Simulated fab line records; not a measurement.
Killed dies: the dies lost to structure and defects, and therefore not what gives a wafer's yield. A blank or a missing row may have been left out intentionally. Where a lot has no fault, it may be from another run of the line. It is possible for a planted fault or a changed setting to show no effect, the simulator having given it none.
The tool behind it: which one? / flow sky130 / 14 lots, 42 wafers sampled, at 1 step of a route of 708

== WHAT THE GAUGES SHOWED, per wafer ==
Not one reading of a measure or inspect step in the record can be checked against a usual standard deviation.

== EACH LOT AND THE TOOL THAT RAN IT (in order: tool; ch and the chambers of the sampled wafers; start) ==
lot=L378; SKY_FIELD_ISO_ETCH_15=rieDiel-02 ch 0,2,3, day 2 14:06
lot=L379; SKY_FIELD_ISO_ETCH_15=rieDiel-02 ch 0,1,2, day 2 21:12
lot=L380; SKY_FIELD_ISO_ETCH_15=rieDiel-02 ch 0,1,3, day 3 02:51
lot=L381; SKY_FIELD_ISO_ETCH_15=rieDiel-01 ch 0,1,2, day 3 06:30
lot=L382; SKY_FIELD_ISO_ETCH_15=rieDiel-04 ch 0,1,3, day 3 11:24
lot=L383; SKY_FIELD_ISO_ETCH_15=rieDiel-02 ch 0,2,3, day 3 18:51
lot=L384; SKY_FIELD_ISO_ETCH_15=rieDiel-02 ch 0,2,3, day 3 23:21
lot=L385; SKY_FIELD_ISO_ETCH_15=rieDiel-01 ch 0,1,2, day 4 04:39
lot=L386; SKY_FIELD_ISO_ETCH_15=rieDiel-02 ch 0,1, day 4 10:48
lot=L387; SKY_FIELD_ISO_ETCH_15=rieDiel-04 ch 1,2, day 4 15:33
lot=L389; SKY_FIELD_ISO_ETCH_15=rieDiel-02 ch 1,2, day 5 00:24
lot=L390; SKY_FIELD_ISO_ETCH_15=rieDiel-04 ch 0,1,3, day 5 07:03
lot=L394; SKY_FIELD_ISO_ETCH_15=rieDiel-02 ch 0,1,3, day 6 02:36
lot=L395; SKY_FIELD_ISO_ETCH_15=rieDiel-02 ch 0,1,2, day 6 09:45
- SKY_FIELD_ISO_ETCH_15: etches the open film in CHF3/O2, stops on Si, target depth 180 nm, time 72 s.

== AS READ BY THE TOOLS THEMSELVES (means over the sampled wafers that have a number; for cases with no such wafer, the mark the record gives instead) ==
SKY_FIELD_ISO_ETCH_15. Usual: biasW 199.9 W, standard deviation 0.6; drypumpMotorCurrentA 5.6 A, standard deviation 0.4; oesProductAu 0.945 a.u., standard deviation 0.0065; throttleValvePct 8.844 %, standard deviation 0.009.
lot=L378; tool=rieDiel-02; biasW (W)=199.5; drypumpMotorCurrentA (A)=5.4; oesProductAu (a.u.)=0.944; throttleValvePct (%)=8.847; flag=
lot=L379; tool=rieDiel-02; biasW (W)=200.3; drypumpMotorCurrentA (A)=5.5; oesProductAu (a.u.)=0.951; throttleValvePct (%)=8.841; flag=
lot=L380; tool=rieDiel-02; biasW (W)=200.6; drypumpMotorCurrentA (A)=5.4; oesProductAu (a.u.)=0.948; throttleValvePct (%)=8.837; flag=
lot=L381; tool=rieDiel-01; biasW (W)=199.3; drypumpMotorCurrentA (A)=5.6; oesProductAu (a.u.)=0.941; throttleValvePct (%)=8.842; flag=
lot=L382; tool=rieDiel-04; biasW (W)=199.4; drypumpMotorCurrentA (A)=5.9; oesProductAu (a.u.)=0.941; throttleValvePct (%)=8.856; flag=
lot=L383; tool=rieDiel-02; biasW (W)=200.1; drypumpMotorCurrentA (A)=5.4; oesProductAu (a.u.)=0.951; throttleValvePct (%)=8.849; flag=
lot=L384; tool=rieDiel-02; biasW (W)=199.8; drypumpMotorCurrentA (A)=5.4; oesProductAu (a.u.)=0.944; throttleValvePct (%)=8.845; flag=
lot=L385; tool=rieDiel-01; biasW (W)=200.3; drypumpMotorCurrentA (A)=5.6; oesProductAu (a.u.)=0.935; throttleValvePct (%)=8.847; flag=
lot=L386; tool=rieDiel-02; biasW (W)=199.5; drypumpMotorCurrentA (A)=5.4; oesProductAu (a.u.)=0.944; throttleValvePct (%)=8.845; flag=
lot=L387; tool=rieDiel-04; biasW (W)=200.4; drypumpMotorCurrentA (A)=6.3; oesProductAu (a.u.)=0.934; throttleValvePct (%)=8.853; flag=
lot=L389; tool=rieDiel-02; biasW (W)=200.1; drypumpMotorCurrentA (A)=5.7; oesProductAu (a.u.)=0.940; throttleValvePct (%)=8.849; flag=
lot=L390; tool=rieDiel-04; biasW (W)=200.0; drypumpMotorCurrentA (A)=5.9; oesProductAu (a.u.)=0.938; throttleValvePct (%)=8.853; flag=
lot=L394; tool=rieDiel-02; biasW (W)=191.5; drypumpMotorCurrentA (A)=5.4; oesProductAu (a.u.)=0.953; throttleValvePct (%)=8.837; flag=OFF
lot=L395; tool=rieDiel-02; biasW (W)=190.8; drypumpMotorCurrentA (A)=5.5; oesProductAu (a.u.)=0.947; throttleValvePct (%)=8.842; flag=OFF

== THE ANSWER, worked out from the rows above alone ==
Rule: take the mean of a lot's wafers that have a number; if it is more than 3 standard deviations from the usual mean, the lot is off. A lot without any number at a reading at which 4 lots or more have one is off too. Any other lot the step has rows for is counted as sound. Order of review: gauges by route order, followed by the tools' own readings, for which a lot's mean as printed above is used. The first step at which some lot is off is used, and at that step the reading that is off furthest; a lot without a number counts as furthest.
Off, at SKY_FIELD_ISO_ETCH_15 on biasW: L394, L395.
A tool fits if, at that step or a process step before it, it ran every lot that is off, and no sound lot after the first of them. One fits: SKY_FIELD_ISO_ETCH_15 on rieDiel-02. Its last sound lot is L389 (day 5 00:24), its first lot that is off L394 (day 6 02:36): a fault that began between those two fits.
The tool's own readings at SKY_FIELD_ISO_ETCH_15 bear it out: on the lots that are off they differ by more than 5 times the standard deviation of the sound lots' means. biasW reads 191.2 W there against 199.9 W on the sound lots.

== WHAT THE SIMULATOR HAD INSERTED ==
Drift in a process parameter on rieDiel-02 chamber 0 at SKY_FIELD_ISO_ETCH_15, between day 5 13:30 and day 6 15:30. The setting biasW was moved by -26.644, starting from 200. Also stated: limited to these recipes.
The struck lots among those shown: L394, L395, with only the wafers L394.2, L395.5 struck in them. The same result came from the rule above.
